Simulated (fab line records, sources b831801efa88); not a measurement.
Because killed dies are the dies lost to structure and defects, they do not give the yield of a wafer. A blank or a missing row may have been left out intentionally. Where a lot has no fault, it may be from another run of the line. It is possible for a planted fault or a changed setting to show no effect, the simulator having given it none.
Which tool is to blame? + flow sfq-line + 14 lots with 42 wafers sampled at 3 steps, on a route of 325 steps

WHAT THE GAUGES SHOWED, per wafer
SFQ_I7_OVL_MEAS_947.
| lot  | measured     | on         | I7_OVL (nm) |
|------|--------------|------------|-------------|
| L764 | day 86 21:28 | overlay-02 | 3 2 3       |
| L765 | day 87 02:16 | overlay-02 | -2 -2 -3    |
| L767 | day 87 11:28 | overlay-02 | -3 -2 -4    |
| L772 | day 89 10:31 | overlay-01 | 4 10 3      |
| L774 | day 89 17:43 | overlay-01 | -8 -11 -9   |
| L776 | day 90 02:07 | overlay-02 | 6 2 6       |
| L778 | day 90 11:43 | overlay-02 | 3 5 0       |
| L777 | day 90 16:40 | overlay-01 | -3 2 -6     |
| L780 | day 91 01:48 | overlay-02 | 2 0 1       |
| L782 | day 91 04:42 | overlay-02 | 2 -12 -1    |
| L783 | day 91 05:55 | overlay-02 | -3 -2 -5    |
| L784 | day 92 10:16 | overlay-02 | -9 -5 -14   |
| L785 | day 93 07:38 | overlay-02 | -2 2 1      |
| L786 | day 93 12:14 | overlay-01 | -12 -5 -10  |

WHAT TOOL EACH LOT RAN ON (gives the tool, then ch and the chambers of the sampled wafers, and finally the start)
| lot  | SFQ_TRILAYER_I4_DEP_PECVD_099   | SFQ_TRILAYER_I4_CMP_CMP_100   |
|------|---------------------------------|-------------------------------|
| L764 | pecvd-03 ch 0,1,2, day 44 11:48 | cmp-02 ch 1,2,3, day 44 16:20 |
| L765 | pecvd-01 ch 0,1,2, day 50 22:38 | cmp-02 ch 0,2,3, day 50 23:13 |
| L767 | pecvd-01 ch 0,1,2, day 51 15:52 | cmp-01 ch 0,1,3, day 51 17:49 |
| L772 | pecvd-01 ch 0,1,2, day 58 22:58 | cmp-01 ch 1,2, day 59 00:38   |
| L774 | pecvd-01 ch 1,2, day 59 12:16   | cmp-02 ch 0,1,2, day 59 12:50 |
| L776 | pecvd-02 ch 1,2, day 60 02:47   | cmp-02 ch 0,1,2, day 60 05:52 |
| L778 | pecvd-03 ch 1,2, day 60 09:29   | cmp-01 ch 0,2,3, day 60 19:22 |
| L777 | pecvd-02 ch 0,1,2, day 60 13:04 | cmp-02 ch 0,1, day 61 04:13   |
| L780 | pecvd-03 ch 0,2, day 61 16:53   | cmp-01 ch 0,1, day 62 09:02   |
| L782 | pecvd-03 ch 0,1,2, day 62 20:03 | cmp-02 ch 1,2,3, day 63 09:00 |
| L783 | pecvd-02 ch 0,2, day 63 02:58   | cmp-02 ch 0,1,3, day 63 15:00 |
| L784 | pecvd-02 ch 0,1,2, day 63 10:10 | cmp-01 ch 1,2, day 63 20:02   |
| L785 | pecvd-02 ch 0,1,2, day 63 15:01 | cmp-02 ch 2,3, day 64 02:30   |
| L786 | pecvd-02 ch 0,1,2, day 63 22:10 | cmp-02 ch 2,3, day 64 08:00   |
- SFQ_TRILAYER_I4_DEP_PECVD_099: deposits SiO2 from SiH4/N2O, time 111.11 s, target thk 500 nm.
- SFQ_TRILAYER_I4_CMP_CMP_100: polishes SiO2.

WHAT THE TOOLS THEMSELVES READ (means of the sampled wafers that have a number; where no wafer has one, the mark that the record gives instead)
SFQ_TRILAYER_I4_DEP_PECVD_099.
| lot  | tool     | heater-power-w (W) | rf-fwd-power-W (W) | showerhead-vpp-V (V) | throttle-valve-pct (%) |
|------|----------|--------------------|--------------------|----------------------|------------------------|
| L764 | pecvd-03 | 81                 | 182.3              | 859                  | 24.0                   |
| L765 | pecvd-01 | 85                 | 181.6              | 841                  | 22.9                   |
| L767 | pecvd-01 | 85                 | 181.7              | 842                  | 23.2                   |
| L772 | pecvd-01 | 87                 | 153.2              | 772                  | 23.5                   |
| L774 | pecvd-01 | 87                 | 153.4              | 775                  | 22.6                   |
| L776 | pecvd-02 | 79                 | 181.6              | 862                  | 23.2                   |
| L778 | pecvd-03 | 88                 | 182.9              | 844                  | 24.3                   |
| L777 | pecvd-02 | 79                 | 182.5              | 853                  | 23.1                   |
| L780 | pecvd-03 | 78                 | 182.5              | 884                  | 24.1                   |
| L782 | pecvd-03 | 78                 | 182.4              | 869                  | 24.4                   |
| L783 | pecvd-02 | 90                 | 181.7              | 858                  | 23.6                   |
| L784 | pecvd-02 | 82                 | 182.0              | 848                  | 23.2                   |
| L785 | pecvd-02 | 76                 | 182.9              | 848                  | 23.2                   |
| L786 | pecvd-02 | 82                 | 181.9              | 853                  | 23.3                   |

SFQ_TRILAYER_I4_CMP_CMP_100.
| lot  | tool   | motor-current-A (A) | time-to-endpoint-s (s) |
|------|--------|---------------------|------------------------|
| L764 | cmp-02 | 10.8                | 210                    |
| L765 | cmp-02 | 9.7                 | 216                    |
| L767 | cmp-01 | 9.8                 | 222                    |
| L772 | cmp-01 | 9.9                 | 202                    |
| L774 | cmp-02 | 10.4                | 197                    |
| L776 | cmp-02 | 10.6                | 209                    |
| L778 | cmp-01 | 10.0                | 221                    |
| L777 | cmp-02 | 9.7                 | 215                    |
| L780 | cmp-01 | 9.6                 | 209                    |
| L782 | cmp-02 | 10.7                | 210                    |
| L783 | cmp-02 | 9.8                 | 210                    |
| L784 | cmp-01 | 9.9                 | 222                    |
| L785 | cmp-02 | 10.1                | 220                    |
| L786 | cmp-02 | 10.5                | 218                    |

THE ANSWER, worked out from the rows above alone
Rule: the lots themselves supply what counts as usual. Put in order of their means at a reading, lots are off if they are a third of the lots or fewer, leave a main group of 4 or more, and stand apart from it by a gap of 3 or more times the standard deviation of the main group's means; of several such gaps the widest counts. If all means in a main group match to the digits the tables above print for the reading, that group is not used. A lot without any number at a reading at which 4 lots or more have one is off too. The other lots that the step has rows for count as sound. After the gauges, taken in route order, come the tools' own readings; for these a lot's mean is taken, as printed above. The first step at which some lot is off is used, and at that step the reading that is off furthest; a lot without a number counts as furthest.
Off at SFQ_TRILAYER_I4_DEP_PECVD_099 (rf-fwd-power-W): L772, L774. The main group has a mean of 182.2 W with a standard deviation of 0.46.
If a tool, at that step or one of the process steps before it, ran each lot that is off and ran no sound lot following the first of them, it fits. One candidate fits, namely pecvd-01 at SFQ_TRILAYER_I4_DEP_PECVD_099. A fault onset in the window from L767 (day 51 15:52, its last sound lot) to L772 (day 58 22:58, its first lot off) fits.
The tool's own readings at SFQ_TRILAYER_I4_DEP_PECVD_099 bear it out: on the lots that are off they differ by more than 5 times the standard deviation of the sound lots' means. rf-fwd-power-W reads 153.3 W there against 182.2 W on the sound lots; showerhead-vpp-V reads 774 V there against 855 V on the sound lots.

WHAT HAD BEEN PUT IN BY THE SIMULATOR
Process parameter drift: pecvd-01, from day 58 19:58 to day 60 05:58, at SFQ_TRILAYER_I4_DEP_PECVD_099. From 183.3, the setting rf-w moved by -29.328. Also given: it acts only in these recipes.
Struck lots among those shown: L772, L774. This agrees with what the rule above found.
